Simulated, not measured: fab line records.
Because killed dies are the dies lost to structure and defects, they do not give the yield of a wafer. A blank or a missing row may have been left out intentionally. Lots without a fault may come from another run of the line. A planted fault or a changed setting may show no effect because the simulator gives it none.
A lot that was struck, set against a sound lot + flow sfq-line + 42 steps out of a route of 325
Sound: the wafers L439.1, L439.5, L439.6. Wafers struck: L449.3, L449.4, L449.5. At the end, the cause is stated.
For every step that has rows: the tool of each side, followed by ch and its chambers, followed by its first start. Under that, the readings that differ: sound wafers + struck wafers + difference of the means + sigmas: that difference in standard deviations of wafers without a fault.
alike: readings with means less than 2 such deviations apart, plus words and numbers identical on both sides. not compared: withheld readings, readings lacking a value on some wafer, bounds such as >300 that could conceal the same value, and numbers that have no deviation in the record and whose values overlap.
A row with sigmas, a row that says differs or no value, or rows on one side alone: a step with any of these is where the two part. Non-overlapping numbers with no deviation appear without sigmas and do not part them. A reading that every wafer of one side lacks parts them only if that side has two wafers or more.

first, 6 steps without rows for these wafers: SFQ_TRILAYER_M3_LITHO_COAT_080 (resist thk 62 nm); SFQ_TRILAYER_M3_LITHO_COAT_075 (resist thk 600 nm); SFQ_TRILAYER_M3_LITHO_SOFTBAKE_079; SFQ_TRILAYER_M3_LITHO_EXPOSE_076 (exposes mask M3, target cd 500 nm); SFQ_TRILAYER_M3_LITHO_PEB_078 (peb time 60 s); SFQ_TRILAYER_M3_LITHO_DEVELOP_077 (time 60 s).
SFQ_M3_OVL_MEAS_921:
  struck on overlay-02, day 33 02:04; sound on overlay-01, day 28 13:59
  alike: M3_OVL
then, 1 step without rows for these wafers: SFQ_TRILAYER_M3_BARC_OPEN_METAL_ETCH_100 (etches BARC in O2, target depth 125 nm, time 41.7 s).
SFQ_TRILAYER_M3_ETCH_METAL_ETCH_078: etches Nb in Cl2/Ar, stops on SiO2, target depth 240 nm, time 120 s.
  sound on rie-metal-03 ch 0,1, day 28 14:04; struck on rie-metal-04 ch 0,1, day 33 02:11
  alike: chamber-pressure-mTorr, drypump-motor-current-A, oes-product-au
  not compared: rf-hours-counter-h
then, 3 steps without rows for these wafers: SFQ_TRILAYER_M3_STRIP_STRIP_079 (strips in O2); SFQ_TRILAYER_M3_STRIP_SOLV_CLEAN_080 (cleans in NMP, time 600 s); SFQ_TRILAYER_I3_DEP_PECVD_081 (deposits SiO2 from SiH4/N2O, time 111.11 s, target thk 500 nm).
SFQ_TRILAYER_I3_CMP_CMP_082: polishes SiO2.
  sound on cmp-01 ch 0,3, day 28 23:33; struck on cmp-01 ch 0,2, day 34 02:17
| reading                                             | sound             | struck        | difference | sigmas |
|-----------------------------------------------------|-------------------|---------------|------------|--------|
| motor-current-A (A)                                 | 11.8 10.1 12.5    | 8.4 11.4 8.5  | -2.0       | -2     |
| time-to-endpoint-s (s)                              | 224 216 227       | 273 281 285   | +57        | +8     |
| model.SiO2_of_TRILAYER_I3_DEP_PECVD_081.thk-nm (nm) | 202.2 200.4 200.8 | 302 304.6 306 | +103       |        |
  alike: edge-zone-pressure-frac
SFQ_I3_BOW_MEAS_922:
  struck on film-metro-02, day 34 05:20; sound on film-metro-02, day 29 02:03
  alike: I3_BOW
SFQ_TRILAYER_I3_METRO_MEASURE_083:
  struck on film-metro-02, day 34 05:49; sound on film-metro-02, day 29 02:10
| reading     | sound             | struck            | difference | sigmas      |
|-------------|-------------------|-------------------|------------|-------------|
| thk-nm (nm) | 202.0 200.3 200.7 | 302.4 304.7 306.1 | +103.4     | +99 or more |
then, 6 steps without rows for these wafers: SFQ_TRILAYER_I3_VIA_LITHO_COAT_090 (resist thk 62 nm); SFQ_TRILAYER_I3_VIA_LITHO_COAT_085 (resist thk 650 nm); SFQ_TRILAYER_I3_VIA_LITHO_SOFTBAKE_089; SFQ_TRILAYER_I3_VIA_LITHO_EXPOSE_086 (exposes mask I3, target cd 500 nm); SFQ_TRILAYER_I3_VIA_LITHO_PEB_088 (peb time 60 s); SFQ_TRILAYER_I3_VIA_LITHO_DEVELOP_087 (time 60 s).
-- the record jumps here: 3 days lie between the struck wafers' starts before and after --
SFQ_I3_OVL_MEAS_923:
  struck on overlay-01, day 37 01:37; sound on overlay-02, day 31 05:00
  alike: I3_OVL
then, 1 step without rows for these wafers: SFQ_TRILAYER_I3_VIA_BARC_OPEN_VIA_ETCH_121 (etches BARC in O2, target depth 125 nm, time 41.7 s).
SFQ_TRILAYER_I3_VIA_ETCH_VIA_ETCH_088: etches SiO2 in CHF3, stops on Nb, target depth 260 nm.
  sound on rie-diel-04 ch 0,2,3, day 31 05:05; struck on rie-diel-02 ch 1,2,3, day 37 01:41
| reading                        | sound             | struck            | difference | sigmas |
|--------------------------------|-------------------|-------------------|------------|--------|
| oes-product-au (a.u.)          | 0.856 0.859 0.854 | 1.003 1.016 0.999 | +0.150     | +28    |
| model.etch.depth-nm (nm)       | 202.2 200.4 200.8 | 260.8 265.9 257.2 | +60.2      |        |
| model.I3.feature-depth-nm (nm) | 202.5 200.7 201.1 | 260.8 265.8 257.2 | +59.8      |        |
  alike: chamber-pressure-mTorr, drypump-motor-current-A
SFQ_TRILAYER_I3_VIA_STRIP_STRIP_089: strips in O2.
  sound on rie-metal-03 ch 0,1, day 31 05:11; struck on rie-metal-04 ch 0,1, day 37 01:59
  alike: chamber-pressure-mTorr, drypump-motor-current-A, oes-product-au
  not compared: rf-hours-counter-h
then, 1 step without rows for these wafers: SFQ_TRILAYER_I3_VIA_STRIP_SOLV_CLEAN_090 (cleans in NMP, time 600 s).
SFQ_TRILAYER_M4_DEP_PRE_CLEAN_092: time 22.5 s.
  struck on pvd-sputter-05, day 37 02:35; sound on pvd-sputter-05, day 31 05:58
| reading                                             | sound             | struck            | difference | sigmas |
|-----------------------------------------------------|-------------------|-------------------|------------|--------|
| model.SiO2_of_TRILAYER_I3_DEP_PECVD_081.thk-nm (nm) | 194.7 192.9 193.3 | 294.5 297.1 298.5 | +103.1     |        |
SFQ_TRILAYER_M4_DEP_SPUTTER_091: material Nb, target thk 200 nm, time 133.3 s.
  struck on pvd-sputter-05, day 37 02:37; sound on pvd-sputter-05, day 31 05:59
  alike: throttle-valve-pct
SFQ_M4_RS_MEAS_924: measures by four-point-probe.
  struck on film-metro-03, day 37 02:44; sound on film-metro-02, day 31 06:05
| reading           | sound             | struck            | difference | sigmas |
|-------------------|-------------------|-------------------|------------|--------|
| M4_NB_RS (ohm/sq) | 0.891 0.896 0.895 | 0.877 0.883 0.877 | -0.015     | -2     |
then, 6 steps without rows for these wafers: SFQ_TRILAYER_M4_LITHO_COAT_098 (resist thk 62 nm); SFQ_TRILAYER_M4_LITHO_COAT_093 (resist thk 600 nm); SFQ_TRILAYER_M4_LITHO_SOFTBAKE_097; SFQ_TRILAYER_M4_LITHO_EXPOSE_094 (exposes mask M4, target cd 500 nm); SFQ_TRILAYER_M4_LITHO_PEB_096 (peb time 60 s); SFQ_TRILAYER_M4_LITHO_DEVELOP_095 (time 60 s).
-- the record jumps here: 4 days lie between the struck wafers' starts before and after --
SFQ_M4_OVL_MEAS_926:
  struck on overlay-02, day 41 13:22; sound on overlay-01, day 33 13:36
  alike: M4_OVL
SFQ_TRILAYER_M4_BARC_OPEN_METAL_ETCH_123: etches BARC in O2, target depth 125 nm, time 41.7 s.
  sound on rie-metal-02 ch 0,1, day 33 13:38; struck on rie-metal-02 ch 0,1, day 41 13:25
  alike: chamber-pressure-mTorr, drypump-motor-current-A, oes-product-au
  not compared: rf-hours-counter-h
SFQ_TRILAYER_M4_ETCH_METAL_ETCH_096: etches Nb in Cl2/Ar, stops on SiO2, target depth 240 nm, time 120 s.
  sound on rie-metal-02 ch 0,1, day 33 13:42; struck on rie-metal-02 ch 0,1, day 41 13:30
  alike: chamber-pressure-mTorr, drypump-motor-current-A, oes-product-au
  not compared: rf-hours-counter-h
then, 3 steps without rows for these wafers: SFQ_TRILAYER_M4_STRIP_STRIP_097 (strips in O2); SFQ_TRILAYER_M4_STRIP_SOLV_CLEAN_098 (cleans in NMP, time 600 s); SFQ_TRILAYER_I4_DEP_PECVD_099 (deposits SiO2 from SiH4/N2O, time 111.11 s, target thk 500 nm).
-- the record jumps here: 37 days lie between the struck wafers' starts before and after --
SFQ_M8_BOW_MEAS_951:
  struck on film-metro-01, day 78 15:09; sound on film-metro-01, day 75 09:57
| reading                 | sound             | struck            | difference | sigmas |
|-------------------------|-------------------|-------------------|------------|--------|
| model.etest.i3.link-ohm | 1.974 1.979 1.968 | 1e+06 1e+06 1e+06 | +1e+06     |        |
  alike: M8_BOW

== WHERE THEY PART ==
Last at SFQ_M4_RS_MEAS_924 as far as this record goes, first at SFQ_TRILAYER_I3_CMP_CMP_082. Later steps at which nothing parts them and some readings are alike: SFQ_M4_OVL_MEAS_926, SFQ_TRILAYER_M4_BARC_OPEN_METAL_ETCH_123, SFQ_TRILAYER_M4_ETCH_METAL_ETCH_096, SFQ_M8_BOW_MEAS_951.

WHY: what the simulator had put in
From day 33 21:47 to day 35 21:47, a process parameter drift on cmp-01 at SFQ_TRILAYER_I3_CMP_CMP_082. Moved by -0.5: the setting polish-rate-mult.
